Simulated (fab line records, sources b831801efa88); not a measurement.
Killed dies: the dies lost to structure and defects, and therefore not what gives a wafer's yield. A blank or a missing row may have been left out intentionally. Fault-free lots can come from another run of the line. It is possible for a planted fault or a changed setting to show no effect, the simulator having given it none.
fab line records	flow sky130
record lots=13	wafers=38	lastDay=49
route steps=708 shown VT_ADJUST_HVTP@92 VT_ADJUST_HVTR@135 SONOS_TUNNEL@162
lots with no fault: from the same line, run without faults
startH: hours from the record's opening day to when the first of the lot's shown wafers began	waitH: hours elapsed since this lot's preceding step	" unchanged from the row above	L1.1+2: a single row standing in for several wafers	- no value, or no start given	* or withheld: withheld	< > ~ a bound
route shown NAME@n: names a module that has steps shown in the file, with the first one's number in the route	usual: the fault-free wafers' mean and standard deviation	same: alike in all rows	chamber/n: place in a boat	sites: per-site readings	_std_site: the values' standard deviation	_edge_site: outer sites' mean less inner sites'	radiusMm: for every site, how far away it sits from the centre of the wafer	mask NAME#n: copy n	behind: tool/chamber where the wafer was last shaped	hold: why the lot was held/for how many hours/how that ended	device: the transistor (n, p or np) that didn't switch	end of line: tests of these same wafers at the route's end	a step without rows: its recipe alone	killed: dies lost to structure and defects at the first sort, not the wafer's yield	map: dies across one wafer; x = killed, . = not, _ = none there
set.NAME: the setting that was run; set.NAME@STEP: the one run at that earlier step	model.NAME: the simulator's own value behind a step, which no gauge read
a sample of lots followed through the steps of the route, with each step as a table and each wafer as a row
services: from which hour (startH, from the record's first day; less than 0 if before it) a tool's chamber was out of use, for how many hours, and why
## steps
# step SKY_VT_ADJUST_HVTP_CD_MEAS_07
# recipe targetCdNm=380
# usual cdNm=379.4/2.6
lot.wafer	tool	chamber	startH	waitH	cdNm
L533.1	cdSem-02	-	123.20	0.1	380.2
L533.3	"	-	"	"	381.3
L533.5	"	-	"	"	379.6
L534.1	cdSem-01	-	127.65	0.1	381.7
L534.3	"	-	"	"	381.7
L534.4	"	-	"	"	383.6
L535.3	cdSem-02	-	132.29	0.1	378.8
L535.4	"	-	"	"	376.9
L535.6	"	-	"	"	376.3
L536.2	cdSem-01	-	141.20	0.1	377.0
L536.3	"	-	"	"	376.5
L536.5	"	-	"	"	378.9
L537.2	cdSem-02	-	146.12	0.1	378.0
L537.3	"	-	"	"	377.6
L537.4	"	-	"	"	376.1
L538.3	cdSem-01	-	148.94	0.1	377.4
L538.4	"	-	"	"	377.1
L538.6	"	-	"	"	376.1
L539.2	cdSem-01	-	158.47	0.1	379.7
L539.4	"	-	"	"	380.5
L539.6	"	-	"	"	378.0
L540.2	cdSem-01	-	166.15	0.1	380.4
L540.5	"	-	"	"	382.8
L540.6	"	-	"	"	384.1
L541.3	cdSem-01	-	169.84	0.1	382.9
L541.4	"	-	"	"	382.5
L541.6	"	-	"	"	378.8
L542.2	cdSem-02	-	174.17	0.1	377.7
L542.3	"	-	"	"	379.5
L542.5	"	-	"	"	378.5
L547.1	cdSem-01	-	212.70	0.1	377.5
L547.4	"	-	"	"	378.0
L547.5	"	-	"	"	375.3
L549.1	cdSem-02	-	234.00	0.1	375.0
L549.2	"	-	"	"	376.1
L550.2	cdSem-01	-	244.50	0.1	380.1
L550.3	"	-	"	"	379.7
L550.5	"	-	"	"	378.6
# step SKY_VT_ADJUST_HVTP_TW_MEAS_11
# usual VT_ADJUST_HVTP_TW=1361/8.9
lot.wafer	tool	chamber	startH	waitH	VT_ADJUST_HVTP_TW
L533.1	filmMetro-01	-	123.60	0.1	1364
L533.3	"	-	"	"	1370
L533.5	"	-	"	"	1369
L534.1	filmMetro-02	-	128.22	0.2	1365
L534.3	"	-	"	"	1365
L534.4	"	-	"	"	1365
L535.3	filmMetro-01	-	132.67	0.1	1366
L535.4	"	-	"	"	1363
L535.6	"	-	"	"	1363
L536.2	filmMetro-02	-	141.60	0.1	1367
L536.3	"	-	"	"	1363
L536.5	"	-	"	"	1368
L537.2	filmMetro-02	-	146.52	0.1	1356
L537.3	"	-	"	"	1358
L537.4	"	-	"	"	1362
L538.3	filmMetro-02	-	149.33	0.1	1362
L538.4	"	-	"	"	1362
L538.6	"	-	"	"	1362
L539.2	filmMetro-03	-	158.86	0.1	1344
L539.4	"	-	"	"	1350
L539.6	"	-	"	"	1339
L540.2	filmMetro-02	-	166.55	0.1	1359
L540.5	"	-	"	"	1363
L540.6	"	-	"	"	1362
L541.3	filmMetro-03	-	170.22	0.1	1348
L541.4	"	-	"	"	1340
L541.6	"	-	"	"	1346
L542.2	filmMetro-03	-	174.56	0.1	1346
L542.3	"	-	"	"	1350
L542.5	"	-	"	"	1349
L547.1	filmMetro-02	-	213.10	0.1	1365
L547.4	"	-	"	"	1366
L547.5	"	-	"	"	1365
L549.1	filmMetro-02	-	234.41	0.1	1367
L549.2	"	-	"	"	1360
L550.2	filmMetro-01	-	244.90	0.1	1373
L550.3	"	-	"	"	1365
L550.5	"	-	"	"	1369
# step SKY_VT_ADJUST_HVTR_EXPOSE_04
# recipe maskId=HVTRM	targetCdNm=380	na=0.6	sourceShape=conventional	sigmaOuter=0.6	doseMj=150
# usual stageVelMmS=499.97/0.26
lot.wafer	tool	chamber	startH	waitH	mask	stageVelMmS
L533.1	ilineStepper-01	0	192.17	-	HVTRM#0	500.47
L533.3	"	0	"	"	HVTRM#0	500.11
L533.5	"	0	"	"	HVTRM#0	500.14
L534.1	ilineStepper-01	0	196.83	-	HVTRM#0	500.18
L534.3	"	0	"	"	HVTRM#0	500.48
L534.4	"	0	"	"	HVTRM#0	500.32
L535.3	ilineStepper-01	0	203.01	-	HVTRM#0	500.00
L535.4	"	0	"	"	HVTRM#0	500.17
L535.6	"	0	"	"	HVTRM#0	500.11
L536.2	ilineStepper-02	0	214.74	-	HVTRM#0	499.99
L536.3	"	0	"	"	HVTRM#0	500.03
L536.5	"	0	"	"	HVTRM#0	500.06
L537.2	ilineStepper-01	0	218.54	-	HVTRM#0	499.32
L537.3	"	0	"	"	HVTRM#0	499.72
L537.4	"	0	"	"	HVTRM#0	500.11
L538.3	ilineStepper-02	0	223.91	-	HVTRM#0	500.42
L538.4	"	0	"	"	HVTRM#0	500.32
L538.6	"	0	"	"	HVTRM#0	500.36
L539.2	ilineStepper-02	0	234.69	-	HVTRM#0	500.04
L539.4	"	0	"	"	HVTRM#0	499.89
L539.6	"	0	"	"	HVTRM#0	499.97
L540.2	ilineStepper-01	0	241.88	-	HVTRM#0	499.57
L540.5	"	0	"	"	HVTRM#0	499.85
L540.6	"	0	"	"	HVTRM#0	499.28
L541.3	ilineStepper-01	0	248.66	-	HVTRM#0	500.55
L541.4	"	0	"	"	HVTRM#0	499.99
L541.6	"	0	"	"	HVTRM#0	500.40
L542.2	ilineStepper-02	0	252.13	-	HVTRM#0	499.90
L542.3	"	0	"	"	HVTRM#0	500.29
L542.5	"	0	"	"	HVTRM#0	500.21
L547.1	ilineStepper-01	0	294.43	-	HVTRM#0	500.25
L547.4	"	0	"	"	HVTRM#0	499.77
L547.5	"	0	"	"	HVTRM#0	500.04
L549.1	ilineStepper-02	0	313.38	-	HVTRM#0	500.33
L549.2	"	0	"	"	HVTRM#0	500.07
L550.2	ilineStepper-02	0	327.44	-	HVTRM#0	500.14
L550.3	"	0	"	"	HVTRM#0	499.89
L550.5	"	0	"	"	HVTRM#0	499.83
# step SKY_VT_ADJUST_HVTR_CD_MEAS_07
# recipe targetCdNm=380
# usual cdNm=380.0/2.7
lot.wafer	tool	chamber	startH	waitH	hold	cdNm
L533.1	cdSem-02	-	202.55	0.1	-	381.6
L533.3	"	-	"	"	-	380.6
L533.5	"	-	"	"	-	378.1
L534.1	cdSem-02	-	207.13	0.1	-	378.0
L534.3	"	-	"	"	-	374.7
L534.4	"	-	"	"	-	376.4
L535.3	cdSem-02	-	214.04	0.1	-	383.6
L535.4	"	-	"	"	-	383.4
L535.6	"	-	"	"	-	381.6
L536.2	cdSem-01	-	225.75	0.1	-	381.9
L536.3	"	-	"	"	-	381.9
L536.5	"	-	"	"	-	382.7
L537.2	cdSem-01	-	229.15	0.1	-	376.0
L537.3	"	-	"	"	-	377.9
L537.4	"	-	"	"	-	379.5
L538.3	cdSem-02	-	235.39	0.1	-	381.2
L538.4	"	-	"	"	-	383.4
L538.6	"	-	"	"	-	381.5
L539.2	cdSem-02	-	245.95	0.1	-	375.9
L539.4	"	-	"	"	-	377.4
L539.6	"	-	"	"	-	378.3
L540.2	cdSem-02	-	253.35	0.1	-	379.1
L540.5	"	-	"	"	-	377.5
L540.6	"	-	"	"	-	379.6
L541.3	cdSem-02	-	260.57	0.1	-	374.9
L541.4	"	-	"	"	-	378.7
L541.6	"	-	"	"	-	377.1
L542.2	cdSem-02	-	264.01	0.1	-	380.5
L542.3	"	-	"	"	-	381.6
L542.5	"	-	"	"	-	379.0
L547.1	cdSem-01	-	304.77	0.1	-	376.6
L547.4	"	-	"	"	-	376.9
L547.5	"	-	"	"	-	377.3
L549.1	cdSem-01	-	327.94	0.1	awaitDispo/0.2h/release	382.1
L549.2	"	-	"	"	awaitDispo/0.2h/release	369.3
L549.1	cdSem-01	-	328.23	0.3	-	382.1
L549.2	"	-	"	"	-	368.9
L550.2	cdSem-01	-	340.85	0.1	-	370.8
L550.3	"	-	"	"	-	371.7
L550.5	"	-	"	"	-	384.1
# step SKY_SONOS_TUNNEL_OVL_MEAS_08
# usual SONOS_TUNNEL_OVL=-1.1/1.3
lot.wafer	tool	chamber	startH	waitH	SONOS_TUNNEL_OVL[nm]
L533.1	overlay-02	-	249.05	0.1	-2.1
L533.3	"	-	"	"	0.2
L533.5	"	-	"	"	-1.2
L534.1	overlay-01	-	252.55	0.1	-2.7
L534.3	"	-	"	"	-2.3
L534.4	"	-	"	"	-3.0
L535.3	overlay-02	-	261.47	0.1	-3.1
L535.4	"	-	"	"	-4.0
L535.6	"	-	"	"	-0.9
L536.2	overlay-01	-	273.28	0.1	-0.8
L536.3	"	-	"	"	-0.5
L536.5	"	-	"	"	-1.3
L537.2	overlay-01	-	276.91	0.1	-1.7
L537.3	"	-	"	"	-1.5
L537.4	"	-	"	"	-1.1
L538.3	overlay-02	-	282.71	0.1	-1.9
L538.4	"	-	"	"	-1.9
L538.6	"	-	"	"	-1.0
L539.2	overlay-01	-	292.61	0.1	1.0
L539.4	"	-	"	"	0.2
L539.6	"	-	"	"	-0.6
L540.2	overlay-02	-	299.36	0.1	-2.9
L540.5	"	-	"	"	1.3
L540.6	"	-	"	"	-2.4
L541.3	overlay-02	-	305.32	0.1	-2.5
L541.4	"	-	"	"	-2.2
L541.6	"	-	"	"	-2.9
L542.2	overlay-02	-	310.16	0.1	-0.6
L542.3	"	-	"	"	-0.4
L542.5	"	-	"	"	0.5
L547.1	overlay-01	-	356.54	0.1	-0.5
L547.4	"	-	"	"	0.2
L547.5	"	-	"	"	-2.8
L549.1	overlay-01	-	382.04	0.1	-0.7
L549.2	"	-	"	"	-0.5
L550.2	overlay-02	-	395.86	0.1	-2.1
L550.3	"	-	"	"	-1.8
L550.5	"	-	"	"	-2.5
## services
tool	chamber	startH	hours	kind
ilineStepper-02	0	198.81	-	calibration
ilineStepper-01	-	229.06	1.7	pm
ilineStepper-01	-	253.33	4.5	repair
ilineStepper-01	0	272.87	-	calibration
ilineStepper-01	-	313.72	0.7	repair
ilineStepper-01	-	319.35	8.8	repair
## key
firstSign step=SKY_VT_ADJUST_HVTR_CD_MEAS_07	reading=cdNm	direction=down	sigmas=3.5	usual=380.0	struck=370.6
effect none on later readings
metAt SKY_VT_ADJUST_HVTR_EXPOSE_04
struckLots L549,L550
struckWafers L549.2,L550.2,L550.3
testerLeftOut L549,L550
notActingAt SKY_VT_ADJUST_HVTP_CD_MEAS_07,SKY_VT_ADJUST_HVTP_TW_MEAS_11,SKY_SONOS_TUNNEL_OVL_MEAS_08
onsetBetween 252.13 313.38
fault kind=processParameterDrift	tool=ilineStepper-02	chamber=-	onsetH=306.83	steps=SKY_VT_ADJUST_HVTR_EXPOSE_04	channel=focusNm	offset=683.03	shape=step	endH=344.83	scope=struckWafersOnly
# testerLeftOut: of these lots the tester's yield and bins aren't shown, on N5 and GAA mostly nor the transistor test; their killed dies are dies lost to structure and defects alone, not to doping, threshold or leakage, so they don't give the yield
